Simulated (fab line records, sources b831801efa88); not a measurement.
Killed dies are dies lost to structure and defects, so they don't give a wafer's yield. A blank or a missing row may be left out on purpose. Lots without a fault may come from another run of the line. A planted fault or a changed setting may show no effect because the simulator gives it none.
fab line records | flow sky130
record lots=6 wafers=18 last_day=50
route steps=708 shown DNWELL@41 PWDE@45 NWELL@57 PAD_OPEN@708
lots that met no fault: from a run of the same line without faults
start_h: hours from the record's first day to the start of the lot's first wafer shown | wait_h: hours since the lot's step before | " the same as in the row above | L1.1+2: a row that stands for several wafers | - no value, or no start given | * or withheld: withheld | < > ~ a bound
route shown NAME@n: a module of which the file shows steps, and the number in the route of the first | usual: mean/standard deviation of fault-free wafers | same: alike in all rows | chamber/n: place in a boat | sites: the reading at each site | _std_site: their standard deviation | _edge_site: outer sites' mean less inner sites' | radius_mm: how far each site lies from the wafer's centre | mask NAME#n: copy n | behind: the tool/chamber that last shaped the wafer | hold: why the lot was held/for how many hours/how that ended | device: the transistor (n, p or np) that didn't switch | end of line: the same wafers' tests at the end of the route | a step without rows: its recipe alone | killed: dies lost to structure and defects at the first sort, not the wafer's yield | map: a wafer's dies, x killed, . not, _ none there
set.NAME: the setting as run; set.NAME@STEP: as run at that earlier step | model.NAME: the simulator's own value behind a step, which no gauge read
lots at some steps of the route; a table a step, a row a wafer
services: from which hour (start_h, from the record's first day; less than 0 if before it) a tool's chamber was out of use, for how many hours, and why
## steps
# step SKY_DNWELL_DEVELOP_06
# recipe wall_angle_deg=90 developer=TMAH develop_time_s=60 dev_temp_c=23
# step SKY_DNWELL_IMPLANT_07
# recipe species=P energy_kev=withheld dose_cm2=withheld tilt_deg=withheld
# step SKY_DNWELL_STRIP_08
# recipe chemistry=O2/N2 power_w=1400 pressure_mtorr=1500 platen_temp_c=withheld o2_flow_sccm=3000 n2_flow_sccm=300 overash_fraction=0.5
# usual drypump_motor_current_A=5.8/0.39 n2_flow_sccm=299.9/0.78 oes_product_au=0.722/0.0048 strip_time_to_endpoint_s=36.92/0.086
# columns lot.wafer tool chamber start_h wait_h drypump_motor_current_A n2_flow_sccm oes_product_au rf_hours_counter_h strip_time_to_endpoint_s
L892.3 plasma_asher-02 1 67.11 0.1 6.1 299.4 0.726 - 36.79
L892.5 " 1 " " 6.1 300.5 0.723 - 36.78
L892.6 " 0 " " 5.8 299.3 0.720 - 36.84
L895.1 plasma_asher-01 1 84.95 0.1 5.6 299.5 0.713 27 36.85
L895.5 " 1 " " 5.5 301.0 0.718 - 36.87
L895.6 " 0 " " 6.2 299.3 0.722 - 36.85
L904.1 plasma_asher-04 0 131.57 0.1 5.8 298.9 0.730 45 37.00
L904.4 " 0 " " 5.8 300.4 0.714 - 36.95
L904.5 " 0 " " 5.8 300.0 0.721 - 36.99
L905.1 plasma_asher-02 1 139.25 0.1 6.0 300.0 0.722 2 37.01
L905.4 " 0 " " 5.8 299.7 0.725 - 37.01
L905.6 " 1 " " 6.0 301.0 0.726 - 37.07
L911.1 plasma_asher-02 1 176.57 0.1 6.0 300.5 0.722 6 36.93
L911.2 " 0 " " 5.8 299.3 0.728 6 36.96
L911.4 " 0 " " 5.8 301.5 0.727 - 36.97
L912.1 plasma_asher-01 1 176.85 0.1 5.6 299.4 0.729 35 36.76
L912.3 " 1 " " 5.6 301.2 0.713 - 36.85
L912.5 " 0 " " 6.2 299.0 0.722 - 36.91
# step SKY_DNWELL_TW_MEAS_09
# usual DNWELL_TW=1111/11
# columns lot.wafer tool chamber start_h wait_h DNWELL_TW
L892.3 film_metro-04 - 67.19 0.1 1121
L892.5 " - " " 1119
L892.6 " - " " 1127
L895.1 film_metro-04 - 85.05 0.1 1125
L895.5 " - " " 1123
L895.6 " - " " 1117
L904.1 film_metro-02 - 131.67 0.1 1116
L904.4 " - " " 1108
L904.5 " - " " 1118
L905.1 film_metro-04 - 139.35 0.1 1125
L905.4 " - " " 1122
L905.6 " - " " 1130
L911.1 film_metro-03 - 176.67 0.1 1106
L911.2 " - " " 1102
L911.4 " - " " 1107
L912.1 film_metro-02 - 176.95 0.1 1110
L912.3 " - " " 1108
L912.5 " - " " 1113
# step SKY_PWDE_DEHYDRATE_00
# recipe temp_c=200 time_s=60
# step SKY_PWDE_HMDS_01
# recipe prime_time_s=60 prime_temp_c=120
# step SKY_PWDE_COAT_02
# recipe spin_rpm=1975 resist_thk_nm=3000
# step SKY_PWDE_SOFTBAKE_03
# recipe temp_c=110 time_s=withheld
# step SKY_PWDE_EXPOSE_04
# recipe mask_id=PWDEM na=0.6 source_shape=conventional sigma_outer=0.6 polarization=unpolarized target_cd_nm=840 dose_mj=214
# step SKY_PWDE_PEB_05
# recipe temp_c=115 time_s=withheld
# step SKY_PWDE_DEVELOP_06
# recipe wall_angle_deg=90 developer=TMAH develop_time_s=60 dev_temp_c=23
# step SKY_PWDE_OVL_MEAS_07
# usual PWDE_OVL=-0.4/1.5
# columns lot.wafer tool chamber start_h wait_h PWDE_OVL[nm]
L892.3 overlay-01 - 83.86 - -0.7
L892.5 " - " " -2.6
L892.6 " - " " 1.3
L895.1 overlay-02 - 102.50 - -1.4
L895.5 " - " " -1.5
L895.6 " - " " -0.7
L904.1 overlay-01 - 150.67 - 0.8
L904.4 " - " " 0.7
L904.5 " - " " 0.8
L905.1 overlay-02 - 158.37 - 0.2
L905.4 " - " " -0.2
L905.6 " - " " 0.6
L911.1 overlay-01 - 197.75 - 1.8
L911.2 " - " " 1.0
L911.4 " - " " 1.4
L912.1 overlay-01 - 198.70 - 1.9
L912.3 " - " " -0.2
L912.5 " - " " 1.0
# step SKY_PWDE_IMPLANT_08
# recipe species=B energy_kev=150 dose_cm2=3.6e+12 tilt_deg=withheld
# usual beam_energy_keV=149.99/0.044 dose_ions_cm2=3.6e+12/4.5e+09 faraday_current_uA=20.3/0.41
# columns lot.wafer tool chamber start_h wait_h beam_energy_keV dose_ions_cm2 faraday_current_uA
L892.3 implanter-02 0 83.93 0.1 149.99 3.602e+12 19.7
L892.5 " 0 " " 149.95 3.601e+12 20.6
L892.6 " 0 " " 149.97 3.601e+12 19.7
L895.1 implanter-03 0 102.54 0.0 149.93 3.6e+12 20.0
L895.5 " 0 " " 149.98 3.599e+12 21.2
L895.6 " 0 " " 149.98 3.602e+12 20.3
L904.1 implanter-03 0 150.71 0.0 150.04 5.894e+12 32.6
L904.4 " 0 " " 150.03 5.896e+12 33.6
L904.5 " 0 " " 150.04 5.898e+12 33.9
L905.1 implanter-03 0 158.41 0.0 149.94 5.901e+12 33.3
L905.4 " 0 " " 149.98 5.894e+12 32.8
L905.6 " 0 " " 149.94 5.893e+12 32.3
L911.1 implanter-01 0 197.79 0.0 149.92 3.602e+12 20.8
L911.2 " 0 " " 150.00 3.607e+12 20.3
L911.4 " 0 " " 149.98 3.595e+12 20.3
L912.1 implanter-02 0 198.74 0.0 150.01 3.6e+12 20.2
L912.3 " 0 " " 150.03 3.6e+12 20.4
L912.5 " 0 " " 149.96 3.606e+12 20.2
# step SKY_PWDE_STRIP_09
# recipe chemistry=O2/N2 power_w=1400 pressure_mtorr=1500 platen_temp_c=withheld o2_flow_sccm=3000 n2_flow_sccm=300 overash_fraction=0.5
# usual drypump_motor_current_A=5.90/0.3 n2_flow_sccm=300.0/0.95 oes_product_au=0.723/0.0047 strip_time_to_endpoint_s=37.13/0.13
# columns lot.wafer tool chamber start_h wait_h drypump_motor_current_A n2_flow_sccm oes_product_au rf_hours_counter_h strip_time_to_endpoint_s
L892.3 plasma_asher-01 0 84.07 0.1 6.18 298.7 0.723 - 37.20
L892.5 " 1 " " 5.54 300.9 0.721 - 37.13
L892.6 " 0 " " 6.22 299.0 0.723 - 37.22
L895.1 plasma_asher-03 1 102.69 0.1 6.34 300.8 0.719 42 36.91
L895.5 " 0 " " 5.56 299.0 0.727 - 36.89
L895.6 " 1 " " 6.32 300.2 0.736 - 36.97
L904.1 plasma_asher-02 1 150.86 0.1 6.06 299.5 0.719 3 37.29
L904.4 " 1 " " 6.06 299.0 0.724 - 37.26
L904.5 " 0 " " 5.80 301.3 0.724 - 37.18
L905.1 plasma_asher-01 1 158.56 0.1 5.55 301.0 0.722 33 37.35
L905.4 " 0 " " 6.18 298.5 0.716 - 37.35
L905.6 " 0 " " 6.20 299.0 0.722 - 37.33
L911.1 plasma_asher-03 1 197.94 0.1 6.34 301.9 0.730 52 37.36
L911.2 " 0 " " 5.54 300.0 0.727 52 37.38
L911.4 " 1 " " 6.32 300.8 0.719 - 37.26
L912.1 plasma_asher-01 1 198.89 0.1 5.56 300.4 0.732 37 37.15
L912.3 " 0 " " 6.18 300.0 0.717 - 37.13
L912.5 " 0 " " 6.15 298.9 0.726 - 37.13
# step SKY_PWDE_TW_MEAS_10
# usual PWDE_TW=375/3.5
# columns lot.wafer tool chamber start_h wait_h hold PWDE_TW
L892.3 film_metro-04 - 84.15 0.1 - 376
L892.5 " - " " - 375
L892.6 " - " " - 376
L895.1 film_metro-02 - 102.80 0.1 - 372
L895.5 " - " " - 372
L895.6 " - " " - 373
L904.1 film_metro-02 - 150.99 0.1 await_dispo/0.2h/release 434
L904.4 " - " " await_dispo/0.2h/release 434
L904.5 " - " " await_dispo/0.2h/release 434
L904.1 film_metro-02 - 151.21 0.2 - 435
L904.4 " - " " - 435
L904.5 " - " " - 434
L905.1 film_metro-04 - 158.66 0.1 await_dispo/0.2h/release 442
L905.4 " - " " await_dispo/0.2h/release 442
L905.6 " - " " await_dispo/0.2h/release 439
L905.1 film_metro-04 - 158.88 0.2 - 444
L905.4 " - " " - 441
L905.6 " - " " - 441
L911.1 film_metro-04 - 198.04 0.1 - 381
L911.2 " - " " - 377
L911.4 " - " " - 377
L912.1 film_metro-02 - 198.99 0.1 - 374
L912.3 " - " " - 375
L912.5 " - " " - 374
# step SKY_NWELL_HMDS_04
# recipe prime_time_s=60 prime_temp_c=120
# step SKY_NWELL_COAT_05
# recipe spin_rpm=2000 resist_thk_nm=3000
# step SKY_NWELL_SOFTBAKE_06
# recipe temp_c=110 time_s=withheld
# step SKY_NWELL_EXPOSE_07
# recipe mask_id=NWM na=0.6 source_shape=conventional sigma_outer=0.6 polarization=unpolarized target_cd_nm=840 dose_mj=255
# step SKY_NWELL_PEB_08
# recipe temp_c=115 time_s=withheld
# step SKY_NWELL_DEVELOP_09
# recipe wall_angle_deg=90 developer=TMAH develop_time_s=60 dev_temp_c=23
# step SKY_NWELL_OVL_MEAS_10
# usual NWELL_00_OVL=0.8/1.3
# columns lot.wafer tool chamber start_h wait_h NWELL_00_OVL[nm]
L892.3 overlay-02 - 102.17 - -1.4
L892.5 " - " " -2.0
L892.6 " - " " 0.1
L895.1 overlay-01 - 120.45 - 2.1
L895.5 " - " " 1.3
L895.6 " - " " 2.7
L904.1 overlay-01 - 171.14 - 2.7
L904.4 " - " " 1.3
L904.5 " - " " 1.9
L905.1 overlay-01 - 178.89 - 2.4
L905.4 " - " " 3.0
L905.6 " - " " 1.4
L911.1 overlay-01 - 220.25 - -1.8
L911.2 " - " " -2.7
L911.4 " - " " 1.0
L912.1 overlay-02 - 220.79 - 1.6
L912.3 " - " " -0.7
L912.5 " - " " 3.2
# step SKY_NWELL_IMPLANT_11
# recipe species=P energy_kev=403.5 dose_cm2=1.9e+13 tilt_deg=withheld
# step SKY_NWELL_IMPLANT_12
# recipe species=P energy_kev=120 dose_cm2=1.3e+12 tilt_deg=withheld
# step SKY_NWELL_IMPLANT_13
# recipe species=P energy_kev=50 dose_cm2=7e+11 tilt_deg=withheld
# step SKY_NWELL_STRIP_14
# recipe chemistry=O2/N2 power_w=1400 pressure_mtorr=1500 platen_temp_c=withheld o2_flow_sccm=3000 n2_flow_sccm=300 overash_fraction=0.5
# usual drypump_motor_current_A=5.6/0.5 n2_flow_sccm=300.0/0.81 oes_product_au=0.722/0.0043 strip_time_to_endpoint_s=36.94/0.11
# columns lot.wafer tool chamber start_h wait_h drypump_motor_current_A n2_flow_sccm oes_product_au rf_hours_counter_h strip_time_to_endpoint_s
L892.3 plasma_asher-01 1 102.67 0.1 5.6 300.3 0.723 - 36.91
L892.5 " 0 " " 6.2 300.3 0.712 - 36.97
L892.6 " 1 " " 5.6 298.4 0.725 - 36.89
L895.1 plasma_asher-03 0 120.93 0.1 5.6 299.4 0.724 44 36.89
L895.5 " 1 " " 6.3 300.0 0.728 - 36.96
L895.6 " 0 " " 5.6 298.5 0.718 - 36.92
L904.1 plasma_asher-04 0 171.62 0.1 5.8 299.3 0.728 49 37.05
L904.4 " 0 " " 5.8 299.7 0.719 - 36.86
L904.5 " 1 " " 4.9 300.5 0.727 - 36.93
L905.1 plasma_asher-04 1 179.37 0.1 4.9 299.6 0.729 50 37.15
L905.4 " 1 " " 4.9 300.8 0.721 - 37.04
L905.6 " 0 " " 5.8 300.5 0.718 - 37.09
L911.1 plasma_asher-04 0 220.74 0.1 5.8 298.9 0.729 54 36.97
L911.2 " 1 " " 4.9 299.6 0.727 54 36.92
L911.4 " 1 " " 4.9 300.6 0.727 - 36.89
L912.1 plasma_asher-01 0 221.27 0.1 6.2 301.5 0.714 39 37.04
L912.3 " 0 " " 6.2 301.8 0.719 - 37.03
L912.5 " 1 " " 5.6 299.8 0.720 - 36.89
# step SKY_NWELL_TW_MEAS_15
# usual NWELL_TW=1816/20
# columns lot.wafer tool chamber start_h wait_h NWELL_TW
L892.3 film_metro-02 - 102.76 0.1 1815
L892.5 " - " " 1798
L892.6 " - " " 1805
L895.1 film_metro-03 - 121.03 0.1 1772
L895.5 " - " " 1785
L895.6 " - " " 1784
L904.1 film_metro-04 - 171.72 0.1 1843
L904.4 " - " " 1837
L904.5 " - " " 1843
L905.1 film_metro-04 - 179.47 0.1 1829
L905.4 " - " " 1828
L905.6 " - " " 1834
L911.1 film_metro-03 - 220.84 0.1 1814
L911.2 " - " " 1804
L911.4 " - " " 1805
L912.1 film_metro-04 - 221.37 0.1 1826
L912.3 " - " " 1823
L912.5 " - " " 1833
# step SKY_NWELL_DEHYDRATE_16
# recipe temp_c=200 time_s=60
# step SKY_NWELL_HMDS_17
# recipe prime_time_s=60 prime_temp_c=120
# step SKY_NWELL_COAT_18
# recipe spin_rpm=2000 resist_thk_nm=3000
# step SKY_NWELL_SOFTBAKE_19
# recipe temp_c=110 time_s=withheld
# step SKY_NWELL_EXPOSE_20
# recipe mask_id=NWM_COMPLEMENT na=0.6 source_shape=conventional sigma_outer=0.6 polarization=unpolarized target_cd_nm=840 dose_mj=260
# step SKY_NWELL_PEB_21
# recipe temp_c=115 time_s=withheld
# step SKY_NWELL_DEVELOP_22
# recipe wall_angle_deg=90 developer=TMAH develop_time_s=60 dev_temp_c=23
# step SKY_NWELL_OVL_MEAS_23
# usual NWELL_01_OVL=0.6/1.4
# columns lot.wafer tool chamber start_h wait_h NWELL_01_OVL[nm]
L892.3 overlay-02 - 120.11 - -1.4
L892.5 " - " " -2.7
L892.6 " - " " -0.9
L895.1 overlay-01 - 140.04 - 0.8
L895.5 " - " " -1.6
L895.6 " - " " 0.6
L904.1 overlay-01 - 191.70 - 0.3
L904.4 " - " " 1.3
L904.5 " - " " 1.0
L905.1 overlay-01 - 201.05 - -0.6
L905.4 " - " " 0.1
L905.6 " - " " 1.8
L911.1 overlay-02 - 244.05 - -1.8
L911.2 " - " " -1.3
L911.4 " - " " 0.0
L912.1 overlay-02 - 244.30 - 1.3
L912.3 " - " " 2.6
L912.5 " - " " 2.5
# step SKY_NWELL_IMPLANT_24
# recipe species=B energy_kev=140 dose_cm2=9.2e+12 tilt_deg=withheld
# step SKY_NWELL_STRIP_25
# recipe chemistry=O2/N2 power_w=1400 pressure_mtorr=1500 platen_temp_c=withheld o2_flow_sccm=3000 n2_flow_sccm=300 overash_fraction=0.5
# usual drypump_motor_current_A=5.7/0.48 n2_flow_sccm=299.9/0.98 oes_product_au=0.723/0.0046 strip_time_to_endpoint_s=36.95/0.1
# columns lot.wafer tool chamber start_h wait_h drypump_motor_current_A n2_flow_sccm oes_product_au rf_hours_counter_h strip_time_to_endpoint_s
L892.3 plasma_asher-01 0 120.32 0.1 6.2 301.5 0.715 - 36.96
L892.5 " 0 " " 6.2 300.1 0.718 - 37.10
L892.6 " 1 " " 5.6 298.3 0.725 - 36.93
L895.1 plasma_asher-04 0 140.22 0.1 5.8 299.0 0.723 45 36.98
L895.5 " 0 " " 5.8 300.8 0.730 - 36.95
L895.6 " 1 " " 4.9 301.1 0.727 - 36.88
L904.1 plasma_asher-03 0 191.89 0.1 5.6 299.0 0.720 51 36.89
L904.4 " 1 " " 6.3 299.1 0.724 - 36.93
L904.5 " 0 " " 5.6 297.9 0.721 - 36.98
L905.1 plasma_asher-04 0 201.24 0.1 5.8 300.2 0.726 52 37.18
L905.4 " 0 " " 5.8 300.6 0.716 - 37.12
L905.6 " 1 " " 4.9 300.1 0.721 - 37.02
L911.1 plasma_asher-03 1 244.23 0.1 6.3 299.7 0.714 55 36.98
L911.2 " 0 " " 5.6 300.2 0.719 55 37.07
L911.4 " 1 " " 6.3 299.0 0.720 - 37.05
L912.1 plasma_asher-01 0 244.49 0.1 6.2 300.3 0.726 42 37.16
L912.3 " 0 " " 6.2 301.3 0.722 - 37.24
L912.5 " 1 " " 5.6 299.7 0.721 - 37.14
# step SKY_NWELL_TW_MEAS_26
# usual NWELL_2_TW=495/5.4
# columns lot.wafer tool chamber start_h wait_h NWELL_2_TW
L892.3 film_metro-03 - 120.40 0.1 484
L892.5 " - " " 485
L892.6 " - " " 486
L895.1 film_metro-03 - 140.32 0.1 486
L895.5 " - " " 488
L895.6 " - " " 485
L904.1 film_metro-04 - 191.99 0.1 499
L904.4 " - " " 502
L904.5 " - " " 507
L905.1 film_metro-02 - 201.34 0.1 498
L905.4 " - " " 498
L905.6 " - " " 497
L911.1 film_metro-03 - 244.33 0.1 490
L911.2 " - " " 487
L911.4 " - " " 492
L912.1 film_metro-02 - 244.59 0.1 499
L912.3 " - " " 500
L912.5 " - " " 499
# step SKY_NWELL_CLEAN_27
# recipe chemistry=SC1/SC2 mix=1:4:20 temp_c=70 time_s=150 dry=n2_spin
# step SKY_NWELL_RTA_28
# recipe temp_c=1050 time_s=30 idle_temp_c=650 ramp_up_c_per_s=150 ramp_down_c_per_s=90 ambient=N2
# usual lamp_power_pct=25.31/0.052 wafer_temp_C_max=1054.7/0.95
# same time_s=30
# columns lot.wafer tool chamber start_h wait_h lamp_power_pct wafer_temp_C_max
L892.3 rtp_anneal-02 0 120.53 0.0 25.30 1054.6
L892.5 " 0 " " 25.37 1056.1
L892.6 " 0 " " 25.27 1055.5
L895.1 rtp_anneal-01 0 140.43 0.0 25.26 1055.9
L895.5 " 0 " " 25.38 1055.1
L895.6 " 0 " " 25.30 1054.6
L904.1 rtp_anneal-01 0 192.10 0.0 25.34 1053.7
L904.4 " 0 " " 25.32 1054.4
L904.5 " 0 " " 25.29 1054.0
L905.1 rtp_anneal-01 0 201.45 0.0 25.34 1053.3
L905.4 " 0 " " 25.31 1054.9
L905.6 " 0 " " 25.27 1055.7
L911.1 rtp_anneal-02 0 244.44 0.0 25.35 1054.4
L911.2 " 0 " " 25.28 1054.9
L911.4 " 0 " " 25.30 1054.8
L912.1 rtp_anneal-01 0 244.70 0.0 25.31 1054.4
L912.3 " 0 " " 25.44 1054.4
L912.5 " 0 " " 25.24 1054.2
# step SKY_NWELL_RS_MEAS_29
# recipe thk_meas_gauge=four-point-probe
# usual NWELL_RS=622.4/1.6
# columns lot.wafer tool chamber start_h wait_h NWELL_RS[ohm/sq]
L892.3 film_metro-03 - 120.63 0.1 620.4
L892.5 " - " " 621.7
L892.6 " - " " 622.0
L895.1 film_metro-03 - 140.53 0.1 623.3
L895.5 " - " " 621.7
L895.6 " - " " 625.7
L904.1 film_metro-04 - 192.20 0.1 624.6
L904.4 " - " " 623.3
L904.5 " - " " 624.7
L905.1 film_metro-04 - 201.55 0.1 624.3
L905.4 " - " " 622.8
L905.6 " - " " 621.1
L911.1 film_metro-04 - 244.54 0.1 623.0
L911.2 " - " " 623.0
L911.4 " - " " 624.9
L912.1 film_metro-02 - 244.80 0.1 623.0
L912.3 " - " " 622.3
L912.5 " - " " 621.8
# step SKY_NWELL_RS_MEAS_31
# recipe thk_meas_gauge=four-point-probe
# usual PWDE_RS=5270/18
# columns lot.wafer tool chamber start_h wait_h hold PWDE_RS[ohm/sq]
L892.3 film_metro-03 - 120.87 0.1 - 5276
L892.5 " - " " - 5270
L892.6 " - " " - 5278
L895.1 film_metro-03 - 140.77 0.1 - 5270
L895.5 " - " " - 5283
L895.6 " - " " - 5243
L904.1 film_metro-04 - 192.44 0.1 await_dispo/0.2h/release 3607
L904.4 " - " " await_dispo/0.2h/release 3618
L904.5 " - " " await_dispo/0.2h/release 3610
L904.1 film_metro-04 - 192.73 0.3 - 3613
L904.4 " - " " - 3612
L904.5 " - " " - 3614
L905.1 film_metro-04 - 201.79 0.1 await_dispo/0.2h/release 3606
L905.4 " - " " await_dispo/0.2h/release 3606
L905.6 " - " " await_dispo/0.2h/release 3608
L905.1 film_metro-04 - 202.16 0.3 - 3604
L905.4 " - " " - 3601
L905.6 " - " " - 3611
L911.1 film_metro-04 - 244.78 0.1 - 5263
L911.2 " - " " - 5282
L911.4 " - " " - 5282
L912.1 film_metro-02 - 245.04 0.1 - 5308
L912.3 " - " " - 5304
L912.5 " - " " - 5295
# step SKY_PAD_OPEN_PROBE_99
# usual defect_limited_yield=81.9/1.9 killed_at_M0_to_M3=45/7.9 killed_at_M4_up=2.9/1.8 killed_at_contacts=25/5.5 killed_at_front_end=16/4.4 killed_at_other=0.3/0.58 killed_dies=89/9.4 killed_open=49/6.8 killed_short=40/6.3 sort_bin_3_pad_short=0.9/0.41 sort_bin_5_function=10.8/1.5 sort_bin_6_memory=6.4/1.2 sort_n_pass=403/9.4 sort_yield_pct=81.9/1.9
# same gross_dies=492 killed_at_back_side=0 sort_bin_4_leakage[%]=0 sort_bin_8_speed[%]=0
# columns lot.wafer tool chamber start_h wait_h defect_limited_yield[%] killed_at_M0_to_M3 killed_at_M4_up killed_at_contacts killed_at_front_end killed_at_other killed_dies killed_open killed_short sort_bin_3_pad_short[%] sort_bin_5_function[%] sort_bin_6_memory[%] sort_n_pass sort_yield_pct[%]
L895.1 prober-01 - 1111.23 0.1 80.5 51 5 27 13 0 96 57 39 0.6 12.8 6.1 396 80.5
L895.5 prober-01 - 1111.43 0.2 85.6 39 2 21 9 0 71 40 31 0.8 9.3 4.3 421 85.6
L895.6 prober-01 - 1111.48 0.2 85.0 36 3 25 10 0 74 37 37 1.2 8.9 4.9 418 85.0
# killed by level:class
L895.1 VIA1:geometric_particle:open=12 CONTACT:geometric_particle:open=10 VIA3:geometric_particle:open=8 POLY_GATE:geometric_particle:short=7 LI_CONTACT:geometric_particle:open=7 VIA2:geometric_particle:open=7 CONTACT:geometric_particle:short=6 METAL1:geometric_particle:short=5
L895.5 VIA1:geometric_particle:open=10 CONTACT:geometric_particle:open=8 METAL2:geometric_particle:short=7 LI_CONTACT:geometric_particle:open=6 VIA3:geometric_particle:open=5 CONTACT:geometric_particle:short=4 METAL1:geometric_particle:short=4 LI_CONTACT:geometric_particle:short=3
L895.6 CONTACT:geometric_particle:open=9 METAL1:geometric_particle:short=7 VIA1:geometric_particle:open=7 LI_CONTACT:geometric_particle:open=6 CONTACT:geometric_particle:short=6 METAL2:geometric_particle:short=5 POLY_GATE:geometric_particle:open=4 VIA2:geometric_particle:open=4
## services
# columns tool chamber start_h hours kind
implanter-02 - 46.30 10.2 repair
plasma_asher-02 - 50.92 12.2 repair
plasma_asher-04 - 62.36 23.2 repair
plasma_asher-02 - 63.09 2.8 pm
rtp_anneal-02 - 95.47 5.8 pm
plasma_asher-02 - 108.75 9.0 pm
plasma_asher-02 0 108.75 9.0 vent_cycle
plasma_asher-02 1 108.75 9.0 vent_cycle
plasma_asher-02 0 117.75 - clean
plasma_asher-02 1 117.75 - clean
implanter-03 - 127.10 6.2 repair
plasma_asher-02 - 137.03 0.9 repair
plasma_asher-01 - 143.17 5.7 repair
plasma_asher-01 - 149.24 7.1 repair
implanter-01 - 163.44 2.5 repair
implanter-02 - 177.51 2.5 repair
implanter-01 - 209.01 2.9 repair
plasma_asher-01 - 210.37 3.9 repair
plasma_asher-03 - 214.46 12.2 repair
implanter-03 - 232.98 2.4 repair
## key
first_sign step=SKY_PWDE_IMPLANT_08 reading=dose_ions_cm2 direction=up sigmas=99+ usual=* struck=*
effect step=SKY_PWDE_IMPLANT_08 reading=faraday_current_uA direction=up sigmas=31 usual=20.3 struck=33.0
effect step=SKY_PWDE_TW_MEAS_10 reading=visit direction=added
effect step=SKY_PWDE_TW_MEAS_10 reading=PWDE_TW direction=up sigmas=18 usual=375 struck=438
effect step=SKY_NWELL_RS_MEAS_31 reading=PWDE_RS direction=down sigmas=93 usual=5270 struck=3609
met_at SKY_PWDE_IMPLANT_08
struck_wafers L904.1,L904.4,L904.5,L905.1,L905.4,L905.6
scrapped_behind SKY_NWELL_RS_MEAS_31 L904.1,L904.4,L904.5,L905.1,L905.4,L905.6
onset_between 102.54 150.71
fault kind=process_parameter_drift tool=implanter-03 chamber=- onset_h=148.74 steps=SKY_PWDE_IMPLANT_08 channel=dose_cm2 offset=* shape=step end_h=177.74 acts_in=* stated=*
